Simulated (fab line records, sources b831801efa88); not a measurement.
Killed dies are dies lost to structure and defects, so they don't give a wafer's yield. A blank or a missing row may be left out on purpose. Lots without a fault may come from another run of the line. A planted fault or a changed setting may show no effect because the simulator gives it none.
fab line records | flow gf180mcu
record lots=5 wafers=15 last_day=33
route steps=602 shown V4@493 MIM@503 M5@526
lots that met no fault: from a run of the same line without faults
start_h: hours from the record's first day to the start of the lot's first wafer shown | wait_h: hours since the lot's step before | " the same as in the row above | L1.1+2: a row that stands for several wafers | - no value, or no start given | * or withheld: withheld | < > ~ a bound
route shown NAME@n: a module of which the file shows steps, and the number in the route of the first | usual: mean/standard deviation of fault-free wafers | same: alike in all rows | chamber/n: place in a boat | sites: the reading at each site | _std_site: their standard deviation | _edge_site: outer sites' mean less inner sites' | radius_mm: how far each site lies from the wafer's centre | mask NAME#n: copy n | behind: the tool/chamber that last shaped the wafer | hold: why the lot was held/for how many hours/how that ended | device: the transistor (n, p or np) that didn't switch | end of line: the same wafers' tests at the end of the route | a step without rows: its recipe alone | killed: dies lost to structure and defects at the first sort, not the wafer's yield | map: a wafer's dies, x killed, . not, _ none there
set.NAME: the setting as run; set.NAME@STEP: as run at that earlier step | model.NAME: the simulator's own value behind a step, which no gauge read
lots at some steps of the route; a table a step, a row a wafer
services: from which hour (start_h, from the record's first day; less than 0 if before it) a tool's chamber was out of use, for how many hours, and why
## steps
# step GF_V4_ETCH_17
# recipe chemistry=C4F8/O2/Ar mask_material=KrF target=SiO2 stop_on=TiN source_w=1500 bias_w=1200 pressure_mtorr=40 c4f8_flow_sccm=withheld O2_flow_sccm=6 Ar_flow_sccm=300 time_s=withheld target_depth_a=6300
# usual oes_product_au=0.855/0.0043 rf_fwd_power_W=1494/4.6
# columns lot.wafer tool chamber start_h wait_h oes_product_au rf_fwd_power_W
L076.1 rie_diel-03 1 - - 0.851 1488
L076.3 " 3 " " 0.863 1494
L076.5 " 3 " " 0.856 1481
L077.4 rie_diel-04 2 - - 0.853 1501
L077.5 " 2 " " 0.852 1487
L077.6 " 1 " " 0.854 1496
L080.2 rie_diel-01 1 - - 0.856 1495
L080.3 " 3 " " 0.861 1488
L080.4 " 2 " " 0.852 1493
L089.1 rie_diel-04 2 - - 0.856 1492
L089.3 " 0 " " 0.852 1503
L089.5 " 0 " " 0.863 1499
L091.1 rie_diel-03 3 - - 0.856 1490
L091.3 " 0 " " 0.854 1491
L091.6 " 3 " " 0.853 1495
# step GF_V4_STRIP_18
# recipe chemistry=O2/N2 power_w=1400 pressure_mtorr=1500 platen_temp_c=250 o2_flow_sccm=3000 n2_flow_sccm=300 overash_fraction=0.5
# usual drypump_motor_current_A=5.48/0.14 heater_power_w=307/25 oes_product_au=0.593/0.0047 platen_temp_c=249.98/0.17
# same overash_fraction=0.5
# columns lot.wafer tool chamber start_h wait_h drypump_motor_current_A heater_power_w oes_product_au platen_temp_c rf_hours_counter_h
L076.1 plasma_asher-04 0 568.80 - 5.64 279 0.596 250.12 43
L076.3 " 0 " " 5.61 272 0.591 249.98 -
L076.5 " 0 " " 5.62 272 0.594 249.81 -
L077.4 plasma_asher-04 1 584.95 - 5.38 306 0.590 250.18 -
L077.5 " 0 " " 5.62 276 0.585 250.30 -
L077.6 " 1 " " 5.42 309 0.602 249.75 -
L080.2 plasma_asher-03 0 615.15 - 5.20 364 0.599 249.92 103
L080.3 " 0 " " 5.20 353 0.605 249.96 -
L080.4 " 1 " " 5.58 309 0.596 249.91 -
L089.1 plasma_asher-04 1 689.15 - 5.42 305 0.583 249.90 58
L089.3 " 0 " " 5.61 273 0.592 249.90 -
L089.5 " 1 " " 5.43 305 0.583 249.59 -
L091.1 plasma_asher-02 0 696.11 - 5.46 339 0.602 250.15 17
L091.3 " 0 " " 5.43 337 0.603 249.88 -
L091.6 " 1 " " 5.34 311 0.596 250.02 -
# step GF_V4_STRIP_19
# recipe chemistry=post_etch_residue_remover time_s=1200 temp_c=72.5
# usual bath_guard_temp_C=72.4/0.65
# columns lot.wafer tool chamber start_h wait_h bath_guard_temp_C
L076.1 wet_bench-02 2 568.90 0.1 72.4
L076.3 " 2 " " 71.9
L076.5 " 2 " " 72.2
L077.4 wet_bench-03 3 585.01 0.0 73.6
L077.5 " 3 " " 73.6
L077.6 " 3 " " 74.0
L080.2 wet_bench-03 1 615.25 0.1 72.6
L080.3 " 1 " " 72.8
L080.4 " 1 " " 72.6
L089.1 wet_bench-02 3 689.25 0.1 71.9
L089.3 " 3 " " 71.8
L089.5 " 3 " " 72.1
L091.1 wet_bench-01 1 696.21 0.1 72.5
L091.3 " 1 " " 72.5
L091.6 " 1 " " 72.3
# step GF_V4_CLEAN_20
# recipe chemistry=DIW dry=n2_spin
# columns lot.wafer tool chamber start_h wait_h
L076.1+3+5 wet_bench-03 1 569.27 0.0
L077.4+5+6 wet_bench-01 0 585.36 0.0
L080.2+3+4 wet_bench-01 3 615.59 0.0
L089.1+3+5 wet_bench-01 0 689.62 0.0
L091.1+3+6 wet_bench-02 2 696.56 0.0
# step GF_V4_SPUTTER_21
# recipe material=Ti target_thk_nm=15 chamber_pressure_pa=5 power_w=2500 substrate_temp_c=200 time_s=80.02
# usual throttle_valve_pct=29.8/1.3
# columns lot.wafer tool chamber start_h wait_h throttle_valve_pct
L076.1 pvd_sputter-03 - 569.37 0.0 29.6
L076.3 " - " " 32.2
L076.5 " - " " 29.3
L077.4 pvd_sputter-02 - 585.47 0.0 29.2
L077.5 " - " " 29.2
L077.6 " - " " 29.7
L080.2 pvd_sputter-04 - 615.68 0.0 30.6
L080.3 " - " " 30.4
L080.4 " - " " 29.3
L089.1 pvd_sputter-04 - 689.71 0.0 30.7
L089.3 " - " " 30.8
L089.5 " - " " 29.5
L091.1 pvd_sputter-04 - 696.66 0.0 29.9
L091.3 " - " " 30.7
L091.6 " - " " 30.0
# step GF_V4_SPUTTER_22
# recipe material=TiN target_thk_nm=10 chamber_pressure_pa=5 power_w=4000 time_s=40
# usual throttle_valve_pct=29.8/1.3
# columns lot.wafer tool chamber start_h wait_h throttle_valve_pct
L076.1 pvd_sputter-03 - 569.43 0.0 29.4
L076.3 " - " " 32.0
L076.5 " - " " 29.9
L077.4 pvd_sputter-02 - 585.53 0.0 29.6
L077.5 " - " " 28.9
L077.6 " - " " 29.5
L080.2 pvd_sputter-04 - 615.75 0.0 30.3
L080.3 " - " " 30.4
L080.4 " - " " 29.8
L089.1 pvd_sputter-04 - 689.78 0.0 30.1
L089.3 " - " " 30.5
L089.5 " - " " 29.7
L091.1 pvd_sputter-04 - 696.72 0.0 29.6
L091.3 " - " " 30.6
L091.6 " - " " 29.9
# step GF_V4_CVD_23
# recipe material=W target_thk_nm=350 time_s=104.9 temp_c=400 pressure_torr=40
# usual chamber_pressure_Torr=39.99/0.09 heater_power_w=906/100
# columns lot.wafer tool chamber start_h wait_h chamber_pressure_Torr heater_power_w
L076.1 cvd_w-02 1 569.47 0.0 39.94 979
L076.3 " 0 " " 39.82 753
L076.5 " 0 " " 40.05 745
L077.4 cvd_w-02 1 585.60 0.1 39.81 1006
L077.5 " 0 " " 40.00 767
L077.6 " 1 " " 39.94 1046
L080.2 cvd_w-01 1 615.78 0.0 40.09 896
L080.3 " 1 " " 40.06 882
L080.4 " 0 " " 39.90 925
L089.1 cvd_w-02 1 689.81 0.0 39.83 1019
L089.3 " 1 " " 40.06 1033
L089.5 " 0 " " 39.91 735
L091.1 cvd_w-01 1 696.76 0.0 40.10 880
L091.3 " 1 " " 40.05 892
L091.6 " 1 " " 40.05 909
# step GF_V4_RS_MEAS_24
# recipe thk_meas_gauge=four-point-probe reads=W_of_V4_CVD_23+TiN_of_V4_SPUTTER_22+Ti_of_V4_SPUTTER_21
# usual V4_W_RS=0.327/0.0037
# columns lot.wafer tool chamber start_h wait_h V4_W_RS[ohm/sq]
L076.1 film_metro-01 - 569.58 0.1 0.322
L076.3 " - " " 0.325
L076.5 " - " " 0.324
L077.4 film_metro-04 - 585.74 0.1 0.327
L077.5 " - " " 0.329
L077.6 " - " " 0.325
L080.2 film_metro-04 - 615.92 0.1 0.329
L080.3 " - " " 0.328
L080.4 " - " " 0.324
L089.1 film_metro-03 - 689.93 0.1 0.334
L089.3 " - " " 0.333
L089.5 " - " " 0.335
L091.1 film_metro-01 - 696.87 0.1 0.330
L091.3 " - " " 0.325
L091.6 " - " " 0.329
# step GF_V4_THK_MEAS_25
# recipe thk_meas_gauge=xrf reads=W_of_V4_CVD_23
# usual V4_W_THK=345/5.1
# columns lot.wafer tool chamber start_h wait_h V4_W_THK[nm]
L076.1 film_metro-01 - 569.70 0.1 353
L076.3 " - " " 350
L076.5 " - " " 352
L077.4 film_metro-04 - 585.83 0.1 343
L077.5 " - " " 343
L077.6 " - " " 346
L080.2 film_metro-04 - 616.03 0.1 344
L080.3 " - " " 345
L080.4 " - " " 350
L089.1 film_metro-03 - 690.05 0.1 336
L089.3 " - " " 339
L089.5 " - " " 333
L091.1 film_metro-01 - 696.99 0.1 344
L091.3 " - " " 349
L091.6 " - " " 344
# step GF_V4_CMP_26
# recipe stop_on=SiO2 down_force_psi=3.5 platen_rpm=60 t_overpolish_s=15 target_thk_nm=0 pad_velocity_m_s=0.94248
# usual motor_current_A=11.0/1 overpolish_run_s=15.000/0.0094 time_to_endpoint_s=83/4.5
# columns lot.wafer tool chamber start_h wait_h motor_current_A overpolish_run_s time_to_endpoint_s
L076.3 cmp-02 0 569.76 0.0 11.7 15.006 84
L076.1 " 1 " " 11.5 15.010 87
L076.5 " 1 " " 12.3 15.009 83
L077.4 cmp-01 1 585.96 0.1 10.4 15.005 83
L077.5 " 3 " " 10.0 14.995 82
L077.6 " 0 " " 11.6 15.003 87
L080.4 cmp-02 3 616.08 0.0 10.9 15.002 87
L080.3 " 0 " " 12.2 15.010 80
L080.2 " 1 " " 12.4 15.010 80
L089.1 cmp-02 2 690.16 0.1 11.8 15.013 71
L089.3 " 0 " " 11.8 14.998 74
L089.5 " 1 " " 12.2 14.996 73
L091.3 cmp-01 1 697.15 0.1 9.2 15.006 83
L091.1 " 2 " " 10.8 15.005 86
L091.6 " 0 " " 11.4 15.010 84
# step GF_MIM_SPUTTER_00
# recipe material=Ti target_thk_nm=37.5 arriving_ion_energy_ev=80 substrate_temp_c=200 chamber_pressure_pa=2 power_w=4000 time_s=150
# usual throttle_valve_pct=29.8/1.2
# columns lot.wafer tool chamber start_h wait_h throttle_valve_pct
L076.1 pvd_sputter-03 - 570.06 0.2 32.1
L076.3 " - " " 27.2
L076.5 " - " " 29.8
L077.4 pvd_sputter-04 - 586.16 0.1 30.7
L077.5 " - " " 29.7
L077.6 " - " " 29.7
L080.2 pvd_sputter-03 - 616.38 0.1 27.1
L080.3 " - " " 29.4
L080.4 " - " " 29.6
L089.1 pvd_sputter-03 - 690.41 0.2 29.4
L089.3 " - " " 32.0
L089.5 " - " " 27.3
L091.1 pvd_sputter-04 - 697.35 0.1 30.6
L091.3 " - " " 30.8
L091.6 " - " " 30.3
# step GF_MIM_SPUTTER_01
# recipe material=TiN target_thk_nm=30 power_w=6500 time_s=25 chamber_pressure_pa=0.4
# usual throttle_valve_pct=29.8/1.2
# columns lot.wafer tool chamber start_h wait_h throttle_valve_pct
L076.1 pvd_sputter-03 - 570.16 0.1 32.0
L076.3 " - " " 26.8
L076.5 " - " " 30.1
L077.4 pvd_sputter-04 - 586.26 0.1 30.5
L077.5 " - " " 30.0
L077.6 " - " " 29.5
L080.2 pvd_sputter-03 - 616.48 0.1 27.3
L080.3 " - " " 29.3
L080.4 " - " " 29.9
L089.1 pvd_sputter-03 - 690.51 0.1 29.2
L089.3 " - " " 31.9
L089.5 " - " " 27.1
L091.1 pvd_sputter-04 - 697.45 0.1 30.4
L091.3 " - " " 30.4
L091.6 " - " " 30.3
# step GF_MIM_SPUTTER_02
# recipe material=AlCu target_thk_nm=450 power_w=10600 time_s=23.9 chamber_pressure_pa=0.4
# usual throttle_valve_pct=29.8/1.2
# columns lot.wafer tool chamber start_h wait_h throttle_valve_pct
L076.1 pvd_sputter-03 - 570.19 0.0 32.2
L076.3 " - " " 26.7
L076.5 " - " " 30.0
L077.4 pvd_sputter-04 - 586.29 0.0 30.2
L077.5 " - " " 29.5
L077.6 " - " " 29.7
L080.2 pvd_sputter-03 - 616.51 0.0 27.2
L080.3 " - " " 29.2
L080.4 " - " " 30.2
L089.1 pvd_sputter-03 - 690.54 0.0 29.6
L089.3 " - " " 32.2
L089.5 " - " " 26.8
L091.1 pvd_sputter-04 - 697.48 0.0 30.5
L091.3 " - " " 30.8
L091.6 " - " " 30.6
# step GF_MIM_SPUTTER_03
# recipe material=Ti target_thk_nm=10 substrate_temp_c=300 chamber_pressure_pa=0.3 power_w=3000 time_s=6.7
# usual throttle_valve_pct=29.9/1.2
# columns lot.wafer tool chamber start_h wait_h throttle_valve_pct
L076.1 pvd_sputter-03 - 570.22 0.0 32.0
L076.3 " - " " 27.1
L076.5 " - " " 30.1
L077.4 pvd_sputter-04 - 586.32 0.0 30.7
L077.5 " - " " 29.8
L077.6 " - " " 29.5
L080.2 pvd_sputter-03 - 616.54 0.0 27.0
L080.3 " - " " 29.2
L080.4 " - " " 30.0
L089.1 pvd_sputter-03 - 690.57 0.0 29.7
L089.3 " - " " 32.0
L089.5 " - " " 27.0
L091.1 pvd_sputter-04 - 697.51 0.0 30.5
L091.3 " - " " 30.5
L091.6 " - " " 30.6
# step GF_MIM_SPUTTER_04
# recipe material=TiN target_thk_nm=50 power_w=6500 time_s=41.7 chamber_pressure_pa=0.4
# usual throttle_valve_pct=29.8/1.2
# columns lot.wafer tool chamber start_h wait_h throttle_valve_pct
L076.1 pvd_sputter-03 - 570.24 0.0 32.2
L076.3 " - " " 26.9
L076.5 " - " " 30.1
L077.4 pvd_sputter-04 - 586.34 0.0 30.7
L077.5 " - " " 29.8
L077.6 " - " " 29.5
L080.2 pvd_sputter-03 - 616.56 0.0 27.3
L080.3 " - " " 29.3
L080.4 " - " " 30.0
L089.1 pvd_sputter-03 - 690.59 0.0 29.4
L089.3 " - " " 32.0
L089.5 " - " " 27.0
L091.1 pvd_sputter-04 - 697.53 0.0 30.7
L091.3 " - " " 30.6
L091.6 " - " " 30.2
# step GF_MIM_CVD_05
# recipe material=Si3N4 target_thk_nm=42 temp_max_c=400 temp_c=385 time_s=29.086 rf_w=450
# usual heater_power_w=611/78 rf_fwd_power_W=444.5/2.6
# columns lot.wafer tool chamber start_h wait_h heater_power_w rf_fwd_power_W
L076.1 pecvd-01 2 570.28 0.0 597 445.0
L076.3 " 1 " " 623 445.9
L076.5 " 2 " " 593 445.2
L077.4 pecvd-04 0 586.39 0.0 602 447.6
L077.5 " 0 " " 600 445.8
L077.6 " 1 " " 569 447.0
L080.2 pecvd-02 2 616.60 0.0 625 446.0
L080.3 " 0 " " 807 445.2
L080.4 " 0 " " 785 443.8
L089.1 pecvd-01 0 690.63 0.0 473 441.3
L089.3 " 2 " " 631 440.5
L089.5 " 0 " " 480 438.7
L091.1 pecvd-04 1 697.57 0.0 560 447.4
L091.3 " 0 " " 522 445.6
L091.6 " 1 " " 567 446.8
# step GF_MIM_THK_MEAS_06
# recipe reads=Si3N4_of_MIM_CVD_05
# usual MIM_CVD_05_THK=42.1/0.51
# columns lot.wafer tool chamber start_h wait_h MIM_CVD_05_THK[nm]
L076.1 film_metro-04 - 570.31 0.0 42.2
L076.3 " - " " 41.7
L076.5 " - " " 42.2
L077.4 film_metro-03 - 586.46 0.0 42.6
L077.5 " - " " 42.5
L077.6 " - " " 41.7
L080.2 film_metro-02 - 616.64 0.0 42.0
L080.3 " - " " 41.5
L080.4 " - " " 42.1
L089.1 film_metro-02 - 690.68 0.0 42.0
L089.3 " - " " 42.4
L089.5 " - " " 42.6
L091.1 film_metro-04 - 697.60 0.0 42.3
L091.3 " - " " 42.4
L091.6 " - " " 42.9
# step GF_MIM_SPUTTER_07
# recipe material=TiN target_thk_nm=60 power_w=6500 time_s=50 chamber_pressure_pa=0.4
# usual throttle_valve_pct=29.8/1.1
# columns lot.wafer tool chamber start_h wait_h throttle_valve_pct
L076.1 pvd_sputter-03 - 570.37 0.1 30.1
L076.3 " - " " 32.1
L076.5 " - " " 29.4
L077.4 pvd_sputter-03 - 586.49 0.0 29.5
L077.5 " - " " 27.1
L077.6 " - " " 29.5
L080.2 pvd_sputter-01 - 616.69 0.0 29.7
L080.3 " - " " 28.8
L080.4 " - " " 31.0
L089.1 pvd_sputter-04 - 690.74 0.1 29.5
L089.3 " - " " 29.7
L089.5 " - " " 29.6
L091.1 pvd_sputter-01 - 697.66 0.1 29.6
L091.3 " - " " 30.7
L091.6 " - " " 28.8
# step GF_MIM_SPUTTER_08
# recipe material=AlCu target_thk_nm=200 power_w=10600 time_s=10.6 chamber_pressure_pa=0.4
# usual throttle_valve_pct=29.8/1.1
# columns lot.wafer tool chamber start_h wait_h throttle_valve_pct
L076.1 pvd_sputter-03 - 570.42 0.0 30.1
L076.3 " - " " 32.1
L076.5 " - " " 29.8
L077.4 pvd_sputter-03 - 586.53 0.0 29.6
L077.5 " - " " 27.0
L077.6 " - " " 29.4
L080.2 pvd_sputter-01 - 616.73 0.0 29.4
L080.3 " - " " 29.0
L080.4 " - " " 31.0
L089.1 pvd_sputter-04 - 690.78 0.0 29.9
L089.3 " - " " 29.2
L089.5 " - " " 29.4
L091.1 pvd_sputter-01 - 697.71 0.0 29.6
L091.3 " - " " 30.8
L091.6 " - " " 29.1
# step GF_MIM_SPUTTER_09
# recipe material=TiN target_thk_nm=35 power_w=6500 time_s=29.2 chamber_pressure_pa=0.4
# usual throttle_valve_pct=29.8/1.1
# columns lot.wafer tool chamber start_h wait_h throttle_valve_pct
L076.1 pvd_sputter-03 - 570.44 0.0 30.0
L076.3 " - " " 32.2
L076.5 " - " " 29.6
L077.4 pvd_sputter-03 - 586.55 0.0 29.6
L077.5 " - " " 27.2
L077.6 " - " " 29.5
L080.2 pvd_sputter-01 - 616.76 0.0 29.6
L080.3 " - " " 28.9
L080.4 " - " " 31.1
L089.1 pvd_sputter-04 - 690.80 0.0 30.1
L089.3 " - " " 29.6
L089.5 " - " " 29.3
L091.1 pvd_sputter-01 - 697.73 0.0 29.7
L091.3 " - " " 31.0
L091.6 " - " " 29.1
# step GF_MIM_RS_MEAS_10
# recipe thk_meas_gauge=four-point-probe reads=TiN_of_MIM_SPUTTER_09+AlCu_of_MIM_SPUTTER_08+TiN_of_MIM_SPUTTER_07
# usual MIM_ALCU_RS=0.1607/0.002
# columns lot.wafer tool chamber start_h wait_h MIM_ALCU_RS[ohm/sq]
L076.1 film_metro-04 - 570.47 0.0 0.1623
L076.3 " - " " 0.1615
L076.5 " - " " 0.1592
L077.4 film_metro-04 - 586.65 0.1 0.1586
L077.5 " - " " 0.1610
L077.6 " - " " 0.1578
L080.2 film_metro-04 - 616.81 0.0 0.1614
L080.3 " - " " 0.1616
L080.4 " - " " 0.1614
L089.1 film_metro-02 - 690.84 0.0 0.1632
L089.3 " - " " 0.1620
L089.5 " - " " 0.1615
L091.1 film_metro-02 - 697.76 0.0 0.1635
L091.3 " - " " 0.1613
L091.6 " - " " 0.1626
# step GF_MIM_THK_MEAS_11
# recipe thk_meas_gauge=xrf reads=AlCu_of_MIM_SPUTTER_08
# usual MIM_ALCU_THK=196.5/2.9
# columns lot.wafer tool chamber start_h wait_h MIM_ALCU_THK[nm]
L076.1 film_metro-04 - 570.59 0.1 192.8
L076.3 " - " " 193.9
L076.5 " - " " 197.3
L077.4 film_metro-04 - 586.74 0.1 197.6
L077.5 " - " " 196.0
L077.6 " - " " 199.4
L080.2 film_metro-04 - 616.92 0.1 195.0
L080.3 " - " " 194.1
L080.4 " - " " 195.4
L089.1 film_metro-02 - 690.96 0.1 194.1
L089.3 " - " " 194.7
L089.5 " - " " 195.7
L091.1 film_metro-02 - 697.88 0.1 192.9
L091.3 " - " " 196.0
L091.6 " - " " 193.8
# step GF_MIM_DEHYDRATE_12
# recipe temp_c=200 time_s=60
# columns lot.wafer tool chamber start_h wait_h
L076.1+3+5 litho_track-01 0 581.07 10.5
L077.4+5+6 litho_track-02 0 597.24 10.5
L080.2+3+4 litho_track-02 0 626.79 9.9
L089.1+3+5 litho_track-04 0 698.57 7.6
L091.1+3+6 litho_track-04 0 706.82 8.9
# step GF_MIM_HMDS_13
# recipe prime_time_s=60 prime_temp_c=120
# columns lot.wafer tool chamber start_h wait_h
L076.1+3+5 litho_track-01 0 581.22 0.1
L077.4+5+6 litho_track-02 0 597.39 0.1
L080.2+3+4 litho_track-02 0 626.94 0.1
L089.1+3+5 litho_track-04 0 698.72 0.1
L091.1+3+6 litho_track-04 0 706.97 0.1
# step GF_MIM_COAT_14
# recipe resist=NOVOLAK spin_rpm=3000 resist_thk_nm=1000
# usual dispense_pressure_kPa=50.93/0.19
# columns lot.wafer tool chamber start_h wait_h dispense_pressure_kPa
L076.1 litho_track-01 0 581.37 0.1 51.24
L076.3 " 0 " " 51.21
L076.5 " 0 " " 51.22
L077.4 litho_track-02 0 597.54 0.1 50.88
L077.5 " 0 " " 50.91
L077.6 " 0 " " 50.94
L080.2 litho_track-02 0 627.09 0.1 50.92
L080.3 " 0 " " 50.92
L080.4 " 0 " " 50.90
L089.1 litho_track-04 0 698.87 0.1 50.76
L089.3 " 0 " " 50.75
L089.5 " 0 " " 50.77
L091.1 litho_track-04 0 707.12 0.1 50.77
L091.3 " 0 " " 50.76
L091.6 " 0 " " 50.72
# step GF_MIM_SOFTBAKE_15
# recipe temp_c=90 time_s=60 resist=NOVOLAK
# columns lot.wafer tool chamber start_h wait_h
L076.1+3+5 litho_track-01 0 581.52 0.1
L077.4+5+6 litho_track-02 0 597.69 0.1
L080.2+3+4 litho_track-02 0 627.24 0.1
L089.1+3+5 litho_track-04 0 699.02 0.1
L091.1+3+6 litho_track-04 0 707.27 0.1
# step GF_MIM_EXPOSE_16
# recipe mask_id=FuseTop target_cd_nm=2000 na=0.6 source_shape=conventional sigma_outer=0.6 dose_mj=140
# columns lot.wafer tool chamber start_h wait_h mask
L076.1+3+5 iline_stepper-01 0 - - FuseTop#0
L077.4+5+6 iline_stepper-02 0 - - FuseTop#0
L080.2+3+4 iline_stepper-01 0 - - FuseTop#0
L089.1+3+5 iline_stepper-02 0 - - FuseTop#0
L091.1+3+6 iline_stepper-02 0 - - FuseTop#0
# step GF_MIM_PEB_17
# recipe temp_c=withheld time_s=* resist=NOVOLAK
# columns lot.wafer tool chamber start_h wait_h
L076.1+3+5 litho_track-04 0 - -
L077.4+5+6 litho_track-04 0 - -
L080.2+3+4 litho_track-04 0 - -
L089.1+3+5 litho_track-01 0 - -
L091.1+3+6 litho_track-04 0 - -
# step GF_MIM_DEVELOP_18
# recipe develop_time_s=60 dev_temp_c=23
# columns lot.wafer tool chamber start_h wait_h
L076.1+3+5 litho_track-04 0 591.57 0.1
L077.4+5+6 litho_track-04 0 607.50 0.1
L080.2+3+4 litho_track-04 0 636.50 0.1
L089.1+3+5 litho_track-01 0 708.32 0.1
L091.1+3+6 litho_track-04 0 715.97 0.1
# step GF_MIM_METAL_ETCH_19
# recipe chemistry=Cl2/BCl3 mask_material=NOVOLAK stop_on=Si3N4 target_depth_nm=324.5 pressure_mtorr=8 icp_w=800 bias_w=140 Cl2_flow_sccm=80 bcl3_flow_sccm=40 time_s=54.1
# usual drypump_motor_current_A=5.61/0.22 oes_product_au=0.939/0.0065 rf_fwd_power_W=793.7/2.7 throttle_valve_pct=28.286/0.011
# columns lot.wafer tool chamber start_h wait_h drypump_motor_current_A oes_product_au rf_fwd_power_W rf_hours_counter_h throttle_valve_pct
L076.1 rie_metal-01 0 591.72 0.1 5.68 0.940 793.1 3 28.287
L076.3 " 0 " " 5.71 0.938 791.6 - 28.296
L076.5 " 0 " " 5.71 0.938 792.8 - 28.282
L077.4 rie_metal-01 0 607.60 0.1 5.66 0.942 792.3 - 28.297
L077.5 " 1 " " 5.64 0.935 802.0 - 28.288
L077.6 " 0 " " 5.71 0.939 797.1 - 28.289
L080.2 rie_metal-04 0 636.65 0.1 5.05 0.934 795.2 - 28.283
L080.3 " 0 " " 5.04 0.930 796.5 - 28.296
L080.4 " 0 " " 5.03 0.940 795.9 - 28.296
L089.1 rie_metal-02 0 708.47 0.1 5.69 0.929 796.5 9 28.295
L089.3 " 1 " " 5.79 0.939 789.0 - 28.304
L089.5 " 1 " " 5.80 0.936 789.5 - 28.270
L091.1 rie_metal-02 1 716.12 0.1 5.80 0.934 790.1 14 28.285
L091.3 " 1 " " 5.76 0.947 786.6 - 28.272
L091.6 " 1 " " 5.78 0.940 791.5 - 28.287
# step GF_MIM_STRIP_20
# recipe chemistry=O2/N2 power_w=1400 pressure_mtorr=1500 platen_temp_c=250 o2_flow_sccm=3000 n2_flow_sccm=300 overash_fraction=0.5
# usual drypump_motor_current_A=5.50/0.23 heater_power_w=321/35 oes_product_au=0.693/0.0054 platen_temp_c=250.02/0.17 strip_time_to_endpoint_s=11.25/0.038
# same overash_fraction=0.5
# columns lot.wafer tool chamber start_h wait_h drypump_motor_current_A heater_power_w oes_product_au platen_temp_c rf_hours_counter_h strip_time_to_endpoint_s
L076.1 plasma_asher-01 1 591.79 0.0 5.85 288 0.698 249.99 80 11.26
L076.3 " 1 " " 5.85 287 0.691 249.70 - 11.24
L076.5 " 0 " " 5.29 369 0.692 249.88 - 11.30
L077.4 plasma_asher-01 0 607.68 0.1 5.30 368 0.692 249.90 - 11.24
L077.5 " 0 " " 5.23 367 0.689 250.01 - 11.22
L077.6 " 1 " " 5.84 292 0.691 250.12 - 11.23
L080.2 plasma_asher-04 0 636.76 0.1 5.61 277 0.702 250.02 51 11.25
L080.3 " 1 " " 5.43 309 0.690 249.97 - 11.25
L080.4 " 0 " " 5.58 273 0.697 250.15 - 11.30
L089.1 plasma_asher-03 0 708.54 0.0 5.21 349 0.692 250.08 115 11.22
L089.3 " 1 " " 5.56 313 0.696 250.16 - 11.20
L089.5 " 0 " " 5.23 357 0.690 250.54 - 11.29
L091.1 plasma_asher-01 0 716.19 0.0 5.29 363 0.710 250.08 95 11.32
L091.3 " 1 " " 5.85 289 0.695 249.98 - 11.30
L091.6 " 0 " " 5.27 367 0.694 250.00 - 11.34
# step GF_MIM_STRIP_21
# recipe chemistry=post_etch_residue_remover time_s=1200 temp_c=72.5
# usual bath_guard_temp_C=72.5/0.66
# columns lot.wafer tool chamber start_h wait_h bath_guard_temp_C
L076.1 wet_bench-03 3 591.89 0.1 73.6
L076.3 " 3 " " 73.6
L076.5 " 3 " " 73.5
L077.4 wet_bench-03 0 607.74 0.0 72.1
L077.5 " 0 " " 72.2
L077.6 " 0 " " 72.2
L080.2 wet_bench-04 3 636.86 0.1 72.5
L080.3 " 3 " " 72.5
L080.4 " 3 " " 72.1
L089.1 wet_bench-03 2 708.64 0.1 71.6
L089.3 " 2 " " 71.2
L089.5 " 2 " " 71.3
L091.1 wet_bench-04 1 716.29 0.1 72.6
L091.3 " 1 " " 72.8
L091.6 " 1 " " 73.3
# step GF_MIM_CLEAN_22
# recipe chemistry=DIW dry=n2_spin
# columns lot.wafer tool chamber start_h wait_h
L076.1+3+5 wet_bench-02 3 592.24 0.0
L077.4+5+6 wet_bench-02 2 608.09 0.0
L080.2+3+4 wet_bench-03 2 637.21 0.0
L089.1+3+5 wet_bench-02 3 708.98 0.0
L091.1+3+6 wet_bench-03 3 716.63 0.0
# step GF_M5_DEHYDRATE_00
# recipe temp_c=200 time_s=60
# columns lot.wafer tool chamber start_h wait_h
L076.1+3+5 litho_track-04 0 603.07 10.7
L077.4+5+6 litho_track-04 0 618.50 10.3
L080.2+3+4 litho_track-04 0 647.00 9.7
L089.1+3+5 litho_track-01 0 716.52 7.4
L091.1+3+6 litho_track-01 0 725.32 8.6
# step GF_M5_HMDS_01
# recipe prime_time_s=60 prime_temp_c=120
# columns lot.wafer tool chamber start_h wait_h
L076.1+3+5 litho_track-04 0 603.22 0.1
L077.4+5+6 litho_track-04 0 618.65 0.1
L080.2+3+4 litho_track-04 0 647.15 0.1
L089.1+3+5 litho_track-01 0 716.67 0.1
L091.1+3+6 litho_track-01 0 725.47 0.1
# step GF_M5_COAT_02
# recipe resist=KrF spin_rpm=withheld resist_thk_nm=1000
# usual dispense_pressure_kPa=50.4/0.86
# columns lot.wafer tool chamber start_h wait_h dispense_pressure_kPa
L076.1 litho_track-04 0 603.37 0.1 50.7
L076.3 " 0 " " 50.7
L076.5 " 0 " " 50.7
L077.4 litho_track-04 0 618.80 0.1 50.7
L077.5 " 0 " " 50.7
L077.6 " 0 " " 50.6
L080.2 litho_track-04 0 647.30 0.1 50.7
L080.3 " 0 " " 50.7
L080.4 " 0 " " 50.7
L089.1 litho_track-01 0 716.82 0.1 51.2
L089.3 " 0 " " 51.2
L089.5 " 0 " " 51.2
L091.1 litho_track-01 0 725.62 0.1 51.1
L091.3 " 0 " " 51.2
L091.6 " 0 " " 51.2
# step GF_M5_SOFTBAKE_03
# recipe temp_c=130 time_s=60 resist=KrF
# columns lot.wafer tool chamber start_h wait_h
L076.1+3+5 litho_track-04 0 603.52 0.1
L077.4+5+6 litho_track-04 0 618.95 0.1
L080.2+3+4 litho_track-04 0 647.45 0.1
L089.1+3+5 litho_track-01 0 716.97 0.1
L091.1+3+6 litho_track-01 0 725.77 0.1
## services
# columns tool chamber start_h hours kind
iline_stepper-01 - 546.77 10.3 repair
pecvd-04 2 547.18 27.7 repair
plasma_asher-03 - 549.35 2.0 repair
pvd_sputter-04 - 551.40 26.9 repair
plasma_asher-04 - 569.11 15.6 pm
cmp-02 - 572.00 4.0 pm
rie_metal-01 - 574.22 2.8 pm
pecvd-04 - 575.65 0.8 pm
cmp-02 - 576.00 3.5 pm
pecvd-04 2 578.14 8.4 repair
rie_metal-02 - 580.26 1.0 repair
pvd_sputter-01 - 618.09 3.5 repair
pvd_sputter-01 - 618.23 0.8 repair
cmp-02 - 618.41 4.5 pm
pvd_sputter-03 - 619.77 1.1 repair
pvd_sputter-01 - 633.40 8.5 repair
cmp-02 - 643.33 0.4 repair
cvd_w-02 - 655.13 0.9 repair
cmp-02 - 657.66 1.4 repair
iline_stepper-02 - 660.57 8.2 repair
cmp-02 - 660.83 10.1 repair
cvd_w-02 0 672.30 3.4 repair
cmp-02 - 676.42 0.6 repair
wet_bench-03 - 720.80 2.3 repair
## key
fault none
